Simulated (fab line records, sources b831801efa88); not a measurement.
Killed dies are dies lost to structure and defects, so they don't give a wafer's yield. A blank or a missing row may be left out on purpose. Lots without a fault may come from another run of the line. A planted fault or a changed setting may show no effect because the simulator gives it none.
Problem report in the 8D (eight disciplines) form, filled by code | flow gf180mcu | the parts of the form that need people (team, actions taken, sign-off) are left out

1. THE PROBLEM
cd_nm at GF_NSD_CD_MEAS_07 reads a mean of 414.7 nm on 4 wafers of 2 lots; wafers without a fault read 400.9 nm with a standard deviation of 2. That is +6.9 standard deviations from the usual mean.
The step: target cd 400 nm.
First seen on wafer L303.2, day 16 14:18, on cd_sem-01. The record holds 42 wafers of 14 lots with a number at this step. Rule for "out", or "out of limits": more than 4 standard deviations from the usual mean. The other wafers with a number count as sound.

2. WHAT IT IS AND WHAT IT IS NOT
question                    | is                             | is not
which readings at this step | cd_nm                          | -
which lots                  | L303, L304                     | L293, L294, L295, L296, L297, L309, L310, L311, L312, L313, L314, L315
which wafers of those lots  | L303.2, L303.3, L304.2, L304.3 | L303.4, L304.1
read on which gauges        | cd_sem-01, cd_sem-02           | -
when                        | from day 16 14:18              | up to then (16 sound wafers); but 22 sound wafers of L304, L309, L310, L311, L312, L313, L314, L315 came after

3. SUSPECTS, AND WHAT RULES EACH OUT
Counting: a tool at a process step up to the reading stays a suspect if it ran every lot that is out. Sound lots after the first of them don't rule it out here, since some wafers of a struck lot are sound.
- the gauge at GF_NSD_CD_MEAS_07: ruled out. The wafers that are out were read on 2 gauges (cd_sem-01, cd_sem-02).
- litho_track-04 at GF_NSD_DEVELOP_06 (develop time 60 s): kept. It ran every lot that is out, first L303 (day 16 14:10); its last sound lot up to then is L297 (day 14 12:14).
Left after counting: litho_track-04 at GF_NSD_DEVELOP_06.

4. THE CAUSE (what the simulator had put in)
Process parameter drift: litho_track-04, from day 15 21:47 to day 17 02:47, at GF_NSD_DEVELOP_06. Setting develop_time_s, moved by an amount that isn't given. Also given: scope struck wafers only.
Counting left only this tool.

5. THE CHAIN OF EFFECTS, in route order
Each row: a reading whose mean over the struck wafers that have a number lies more than 3 standard deviations from the usual. Only readings for which the record gives a usual standard deviation are gone through. hours: the time from each lot's start at the first step in this table that gives one to its start at this step, as a median over the lots. sigmas: the change in usual standard deviations.
hours | step              | reading | usual    | on struck wafers | change | sigmas
0     | GF_NSD_CD_MEAS_07 | cd_nm   | 400.9 nm | 414.7            | +13.8  | +6.9

6. WHAT WOULD HAVE CAUGHT IT SOONER
In this record the first reading out of limits at a measuring or inspecting step was taken at day 16 14:18, 17 hours after the fault began at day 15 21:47.
Of the lots that are out (2), L304 began GF_NSD_DEVELOP_06 on litho_track-04 after day 16 14:18. A hold on the tool at that time would have spared it.
